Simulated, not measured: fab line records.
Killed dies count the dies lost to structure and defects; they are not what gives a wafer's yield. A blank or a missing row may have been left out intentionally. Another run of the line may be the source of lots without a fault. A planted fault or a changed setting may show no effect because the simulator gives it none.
What tool caused it? + flow sky130 + 18 wafers from 6 lots sampled at 2 of the route's 708 steps

== WHAT EACH GAUGE READ, for each wafer ==
SKY_CAP2M_THK_MEAS_01.
| lot  | measured     | on            | CAP2M_CVD_00_THK (nm) |
|------|--------------|---------------|-----------------------|
| L741 | day 40 07:50 | film-metro-02 | 15.43 15.40 15.53     |
| L744 | day 41 08:01 | film-metro-02 | 15.23 15.35 15.39     |
| L747 | day 42 02:26 | film-metro-04 | 15.36 15.45 15.21     |
| L750 | day 43 06:29 | film-metro-04 | 15.65 15.45 16.06     |
| L755 | day 44 11:44 | film-metro-04 | 14.97 15.32 15.18     |
| L758 | day 45 02:34 | film-metro-04 | 14.90 15.04 15.60     |

== TOOL THAT RAN EACH LOT (tool first, then ch and the chambers of the sampled wafers, then the start) ==
| lot  | SKY_VIA1_CVD_21               |
|------|-------------------------------|
| L741 | cvd-w-01 ch 0,1, day 34 13:19 |
| L744 | cvd-w-01 ch 0,1, day 35 14:55 |
| L747 | cvd-w-02 ch 0,1, day 36 11:46 |
| L750 | cvd-w-02 ch 0,1, day 37 20:52 |
| L755 | cvd-w-02 ch 0, day 39 03:16   |
| L758 | cvd-w-02 ch 0,1, day 39 22:59 |
- SKY_VIA1_CVD_21: deposits W, target thk 270 nm, time 80.902 s.

== THE ANSWER, worked out from the rows above alone ==
Rule: usual is defined by the lots themselves. Put in order of their means at a reading, lots are off if they are a third of the lots or fewer, leave a main group of 4 or more, and stand apart from it by a gap of 3 or more times the standard deviation of the main group's means; of several such gaps the widest counts. A main group whose means are all the same, to the digits that the tables above print for the reading, isn't used. A lot without any number at a reading at which 4 lots or more have one is off too. Any other lot the step has rows for is counted as sound.
None of the lots is off at any reading shown; this tells nothing.

== WHAT HAD BEEN PUT IN BY THE SIMULATOR ==
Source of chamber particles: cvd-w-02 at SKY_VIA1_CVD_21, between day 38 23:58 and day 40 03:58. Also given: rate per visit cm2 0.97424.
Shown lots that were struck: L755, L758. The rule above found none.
